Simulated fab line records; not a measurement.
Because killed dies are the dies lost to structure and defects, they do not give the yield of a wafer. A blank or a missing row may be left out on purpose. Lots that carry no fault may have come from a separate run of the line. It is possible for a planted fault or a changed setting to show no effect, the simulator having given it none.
Which of the tools did it? | flow sky130 | 11 lots with 33 wafers sampled at 4 steps, on a route of 708 steps

## WHAT EACH GAUGE READ, for each wafer
SKY_SD_N_TW_MEAS_12.
lot  | measured     | on            | SD_N_TW
L643 | day 28 06:00 | film metro-04 | 3931 3919 3945
L645 | day 28 16:19 | film metro-02 | 3967 3988 3956
L646 | day 29 16:01 | film metro-02 | 3952 3951 3970
L647 | day 30 00:08 | film metro-02 | 3955 3957 3965
L648 | day 30 03:34 | film metro-02 | 4001 3982 3987
L649 | day 30 15:16 | film metro-03 | 3938 3965 3962
L650 | day 31 01:08 | film metro-03 | 3989 3989 3979
L653 | day 31 16:58 | film metro-02 | 3954 3956 4004
L655 | day 32 12:37 | film metro-02 | 3666 3684 3674
L658 | day 33 08:50 | film metro-03 | 3663 3687 3678
L659 | day 33 15:57 | film metro-02 | 3989 4002 3987

## WHAT TOOL EACH LOT RAN ON (gives the tool, then ch and the chambers of the sampled wafers, and finally the start)
lot  | SKY_SONOS_ONO_STRIP_17               | SKY_SD_N_IMPLANT_09             | SKY_SD_N_STRIP_11
L643 | plasma asher-03 ch 0,1, day 12 20:01 | implanter-04 ch 0, day 28 05:38 | plasma asher-03 ch 0,1, day 28 05:54
L645 | plasma asher-02 ch 0,1, day 13 11:17 | implanter-01 ch 0, day 28 15:55 | plasma asher-02 ch 0, day 28 16:13
L646 | plasma asher-03 ch 0,1, day 14 07:51 | implanter-03 ch 0, day 29 15:37 | plasma asher-01 ch 0,1, day 29 15:55
L647 | plasma asher-02 ch 0, day 14 12:11   | implanter-03 ch 0, day 29 23:44 | plasma asher-03 ch 0,1, day 30 00:01
L648 | plasma asher-02 ch 0,1, day 14 17:05 | implanter-01 ch 0, day 30 03:10 | plasma asher-02 ch 0,1, day 30 03:28
L649 | plasma asher-03 ch 0,1, day 15 03:14 | implanter-03 ch 0, day 30 14:52 | plasma asher-01 ch 0,1, day 30 15:10
L650 | plasma asher-02 ch 0,1, day 15 13:13 | implanter-03 ch 0, day 31 00:46 | plasma asher-02 ch 0,1, day 31 01:04
L653 | plasma asher-01 ch 0,1, day 16 08:50 | implanter-04 ch 0, day 31 16:34 | plasma asher-02 ch 0,1, day 31 16:52
L655 | plasma asher-01 ch 0,1, day 17 03:26 | implanter-04 ch 0, day 32 12:13 | plasma asher-03 ch 0,1, day 32 12:31
L658 | plasma asher-01 ch 0,1, day 18 01:14 | implanter-04 ch 0, day 33 08:26 | plasma asher-03 ch 0, day 33 08:43
L659 | plasma asher-01 ch 0,1, day 18 09:49 | implanter-01 ch 0, day 33 15:35 | plasma asher-01 ch 0,1, day 33 15:51
- SKY_SONOS_ONO_STRIP_17: strips in O2/N2.
- SKY_SD_N_IMPLANT_09
- SKY_SD_N_STRIP_11: strips in O2/N2.

## THE ANSWER, worked out from the rows above alone
Rule: the lots themselves supply what counts as usual. Put in order of their means at a reading, lots are off if they are a third of the lots or fewer, leave a main group of 4 or more, and stand apart from it by a gap of 3 or more times the standard deviation of the main group's means; of several such gaps the widest counts. Not used: any main group whose means are identical at the precision the tables above print for the reading. A lot without any number at a reading at which 4 lots or more have one is off too. Any other lot the step has rows for is counted as sound.
Off: L655, L658, at SKY_SD_N_TW_MEAS_12 (SD_N_TW). For the main group the mean is 3968 and the standard deviation 19.
A tool fits if, at a process step before that reading, it ran every lot that is off, and no sound lot after the first of them. Those tools and the gauges at SKY_SD_N_TW_MEAS_12 are tried in the same way. 2 tools fit, implanter-04 at SKY_SD_N_IMPLANT_09 and plasma asher-03 at SKY_SD_N_STRIP_11, so this cannot tell which one it is.

## WHAT HAD BEEN PUT IN BY THE SIMULATOR
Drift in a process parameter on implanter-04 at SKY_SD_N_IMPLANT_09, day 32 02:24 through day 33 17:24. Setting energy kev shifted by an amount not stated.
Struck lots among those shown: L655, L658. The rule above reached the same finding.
